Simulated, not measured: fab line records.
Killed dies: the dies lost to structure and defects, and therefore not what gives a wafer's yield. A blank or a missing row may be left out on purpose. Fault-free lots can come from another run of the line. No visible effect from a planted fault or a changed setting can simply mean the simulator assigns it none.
Matching of chambers | flow sky130 | 4 sister chambers for SKY_FIELD_ISO_CMP_27 on cmp-02
The step polishes, stops on Si3N4, t overpolish 16 s, target thk 457.8 nm. 8 wafers are shown with their chamber, then 7 later ones without.

WAFERS, EACH WITH ITS CHAMBER
wafer  | chamber | motor current A (A) | head pressure psi (psi)
L655.1 | 1       | 13.7                | 3.989
L657.2 | 0       | 12.3                | 3.993
L657.4 | 2       | 13.6                | 4.014
L657.5 | 1       | 13.5                | 3.978
L658.1 | 0       | 12.6                | 3.985
L658.3 | 2       | 13.1                | 4.014
L658.6 | 3       | 12.9                | 3.988
L660.3 | 3       | 12.1                | 3.991

WAFERS WITH NO CHAMBER GIVEN
wafer  | motor current A (A) | head pressure psi (psi)
L660.4 | 13.5                | 4.005
L660.6 | 11.6                | 4.013
L661.3 | 12.7                | 3.999
L661.4 | 11.9                | 4.012
L661.6 | 13.6                | 4.012
L674.2 | 13.1                | 3.995
L674.3 | 13.4                | 3.986

WHICH CHAMBER EACH ONE RAN IN
wafer  | from the rows above               | in truth
L660.4 | 2                                 | 2
L660.6 | can't be placed: 2 or 3 or 0      | 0
L661.3 | can't be placed: 3 or 0 or 2      | 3
L661.4 | can't be placed: 2 or 3 or 0      | 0
L661.6 | 2                                 | 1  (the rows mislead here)
L674.2 | can't be placed: 3 or 0 or 1 or 2 | 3
L674.3 | can't be placed: 1 or 3 or 0      | 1
Correctly placed: 1 of 7. These rows do not allow placing 5 (true chamber among the candidates in 5). Placed wrongly: 1.
How it was worked out, from the rows above alone: a wafer's distance from a chamber is the root of the sum, over the readings, of the square of ((its reading less the chamber's mean) divided by the reading's scatter). If the next closest chamber is less than 2 further off than the closest, the wafer can't be placed; otherwise it belongs to the closest. For every chamber, the mean is computed from those of its wafers that are shown. How the scatter is found: for the shown wafers, subtract from each reading the mean of its chamber, square and add these, divide the total by (wafers less chambers), then take the root.
